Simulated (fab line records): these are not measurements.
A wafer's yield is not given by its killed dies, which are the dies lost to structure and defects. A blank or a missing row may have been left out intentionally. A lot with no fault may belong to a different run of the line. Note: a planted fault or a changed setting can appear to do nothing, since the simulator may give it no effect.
Struck lot and sound lot, side by side || flow sky130 || 43 steps out of a route of 708
Sound: wafers L967.1, L967.3, L967.4. Struck: wafer L978.2; the same lot's L978.3 was not struck, so it is left out; see the end for the cause.
Per side, at each step with rows, come the tool, then ch with its chambers, and then its first start. Under that, the readings that differ: sound wafers || struck wafers || difference of the means || sigmas: that difference in standard deviations of wafers without a fault.
alike: a reading whose means differ by less than 2 such deviations, as well as words and numbers matching on both sides. not compared: withheld readings; readings where some wafer has no value; bounds like >300 that might hide an equal value; numbers whose values overlap and for which the record gives no deviation.
The two part at a step that has a row with sigmas, a row that says differs or no value, or rows on one side only. When numbers do not overlap yet have no deviation, they are printed without sigmas and do not part them. A reading that every wafer of one side lacks parts them only if that side has two wafers or more.

first, 6 steps without rows for these wafers: SKY_DNWELL_COAT_02 (resist thk 3000 nm); SKY_DNWELL_SOFTBAKE_03; SKY_DNWELL_EXPOSE_04 (exposes mask DNM, target cd 3000 nm); SKY_DNWELL_PEB_05; SKY_DNWELL_DEVELOP_06 (develop time 60 s); SKY_DNWELL_IMPLANT_07.
SKY_DNWELL_STRIP_08: strips in O2/N2.
  sound on plasma-asher-01 ch 0,1, day 4 06:05; struck on plasma-asher-01 ch 0, day 7 00:17
{"reading": "strip-time-to-endpoint-s (s)", "sound": "37.02 37.00 37.02", "struck": 36.73, "difference": -0.28, "sigmas": -3}
  alike: drypump-motor-current-A, oes-product-au
  not compared: rf-hours-counter-h
SKY_DNWELL_TW_MEAS_09:
  struck on film-metro-01, day 7 00:23; sound on film-metro-03, day 4 06:11
  alike: DNWELL_TW
then, 4 steps without rows for these wafers: SKY_PWDE_DEHYDRATE_00 (time 60 s); SKY_PWDE_HMDS_01 (prime time 60 s); SKY_PWDE_COAT_02 (resist thk 3000 nm); SKY_PWDE_SOFTBAKE_03.
SKY_PWDE_EXPOSE_04: exposes mask PWDEM, target cd 840 nm.
  sound on iline-stepper-02 ch 0, day 4 14:52; struck on iline-stepper-01 ch 0, day 7 10:13
  alike: mask
then, 2 steps without rows for these wafers: SKY_PWDE_PEB_05; SKY_PWDE_DEVELOP_06 (develop time 60 s).
SKY_PWDE_OVL_MEAS_07:
  struck on overlay-01, day 7 19:49; sound on overlay-01, day 4 23:19
  alike: PWDE_OVL
following that, these wafers have no rows for 1 step: SKY_PWDE_IMPLANT_08.
SKY_PWDE_STRIP_09: strips in O2/N2.
  sound on plasma-asher-03 ch 0,1, day 4 23:30; struck on plasma-asher-03 ch 1, day 7 19:59
{"reading": "strip-time-to-endpoint-s (s)", "sound": "37.06 37.07 37.05", "struck": 36.76, "difference": -0.30, "sigmas": -3}
  alike: drypump-motor-current-A, oes-product-au
  not compared: rf-hours-counter-h
SKY_PWDE_TW_MEAS_10:
  struck on film-metro-01, day 7 20:06; sound on film-metro-02, day 4 23:36
  alike: PWDE_TW
then, 7 steps without rows for these wafers: SKY_NWELL_DEHYDRATE_03 (time 60 s); SKY_NWELL_HMDS_04 (prime time 60 s); SKY_NWELL_COAT_05 (resist thk 3000 nm); SKY_NWELL_SOFTBAKE_06; SKY_NWELL_EXPOSE_07 (exposes mask NWM, target cd 840 nm); SKY_NWELL_PEB_08; SKY_NWELL_DEVELOP_09 (develop time 60 s).
SKY_NWELL_OVL_MEAS_10:
  struck on overlay-02, day 8 16:37; sound on overlay-02, day 5 16:43
  alike: NWELL_00_OVL
then, 3 steps without rows for these wafers: SKY_NWELL_IMPLANT_11; SKY_NWELL_IMPLANT_12; SKY_NWELL_IMPLANT_13.
SKY_NWELL_STRIP_14: strips in O2/N2.
  sound on plasma-asher-02 ch 0,1, day 5 17:13; struck on plasma-asher-04 ch 1, day 8 17:05
  alike: drypump-motor-current-A, oes-product-au, strip-time-to-endpoint-s
  not compared: rf-hours-counter-h
SKY_NWELL_TW_MEAS_15:
  struck on film-metro-03, day 8 17:12; sound on film-metro-02, day 5 17:19
  alike: NWELL_TW
then, 7 steps without rows for these wafers: SKY_NWELL_DEHYDRATE_16 (time 60 s); SKY_NWELL_HMDS_17 (prime time 60 s); SKY_NWELL_COAT_18 (resist thk 3000 nm); SKY_NWELL_SOFTBAKE_19; SKY_NWELL_EXPOSE_20 (exposes mask NWM COMPLEMENT, target cd 840 nm); SKY_NWELL_PEB_21; SKY_NWELL_DEVELOP_22 (develop time 60 s).
SKY_NWELL_OVL_MEAS_23:
  struck on overlay-02, day 9 14:46; sound on overlay-02, day 6 11:52
{"reading": "NWELL_01_OVL (nm)", "sound": "-3.0 -1.8 -1.6", "struck": 1.2, "difference": "+3.3", "sigmas": "+3"}
following that, these wafers have no rows for 1 step: SKY_NWELL_IMPLANT_24.
SKY_NWELL_STRIP_25: strips in O2/N2.
  sound on plasma-asher-04 ch 0,1, day 6 12:04; struck on plasma-asher-01 ch 1, day 9 14:56
  alike: drypump-motor-current-A, oes-product-au, strip-time-to-endpoint-s
  not compared: rf-hours-counter-h
-- the record jumps here: 40 days lie between the struck wafers' starts before and after (it left off in module NWELL and takes up again in module PAD_OPEN, whose first step shown is number 708 of the route) --
SKY_PAD_OPEN_PROBE_99:
  struck on prober-02, day 49 21:42; sound on prober-02, day 47 01:47
{"reading": "model.etest.res_p_drift_20v.width-nm (nm)", "sound": "833.7 828.8 833.4", "struck": 944, "difference": "+112", "sigmas": ""}
  alike: killed_at_M0_to_M3, killed_at_M4_up, killed-at-contacts, killed-at-front-end, killed-at-other, killed-dies, killed-open, killed-short

== WHERE THEY PART ==
First at SKY_DNWELL_STRIP_08; last, within this record, at SKY_NWELL_OVL_MEAS_23. Later steps at which nothing parts them and some readings are alike: SKY_NWELL_STRIP_25, SKY_PAD_OPEN_PROBE_99.

WHY: what the simulator had put in
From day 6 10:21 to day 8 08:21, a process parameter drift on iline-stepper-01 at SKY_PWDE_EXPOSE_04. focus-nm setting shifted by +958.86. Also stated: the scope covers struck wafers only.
